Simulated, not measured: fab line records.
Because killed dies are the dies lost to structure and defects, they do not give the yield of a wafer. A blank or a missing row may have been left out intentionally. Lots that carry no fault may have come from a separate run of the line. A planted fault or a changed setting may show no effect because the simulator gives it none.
Matching of chambers    flow gf180mcu    cmp-01 running GF_V5_CMP_04: 4 sister chambers
The step polishes SiO2. 8 wafers are shown with their chamber, then 12 later ones without.

== WAFERS PAIRED WITH THEIR CHAMBERS ==
wafer   chamber  motor current A (A)
L087.4  1        10.4
L087.5  1        9.8
L089.1  3        10.9
L089.2  0        12.4
L089.5  2        11.7
L090.2  2        11.4
L090.3  0        12.8
L090.6  3        11.1

== WAFERS WITH NO CHAMBER GIVEN ==
wafer   motor current A (A)
L091.2  13.1
L091.4  10.0
L091.5  10.1
L092.1  10.0
L092.2  11.5
L092.3  11.6
L096.2  11.9
L096.3  9.9
L096.4  12.2
L097.4  11.0
L097.5  12.0
L097.6  13.3

== WHICH CHAMBER EACH WENT THROUGH ==
wafer   from the rows above           in truth
L091.2  0                             0
L091.4  1                             1
L091.5  1                             1
L092.1  1                             1
L092.2  can't be placed: 2 or 3       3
L092.3  can't be placed: 2 or 3       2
L096.2  can't be placed: 2 or 0 or 3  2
L096.3  1                             1
L096.4  can't be placed: 0 or 2       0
L097.4  can't be placed: 3 or 2       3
L097.5  can't be placed: 2 or 0 or 3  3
L097.6  0                             0
Placed correctly: 6 of 12. Not placeable from these rows: 6 (in 6, the candidates include the true chamber). Wrongly placed: 0.
How it was worked out, from the rows above alone: a wafer's distance from a chamber is the root of the sum, over the readings, of the square of ((its reading less the chamber's mean) divided by the reading's scatter). If the next closest chamber is less than 2 further off than the closest, the wafer can't be placed; otherwise it belongs to the closest. Each chamber's mean is taken over the wafers shown for it. The scatter is the square root of a quotient: the sum, over the shown wafers, of each reading's squared deviation from its chamber's mean, divided by wafers minus chambers.
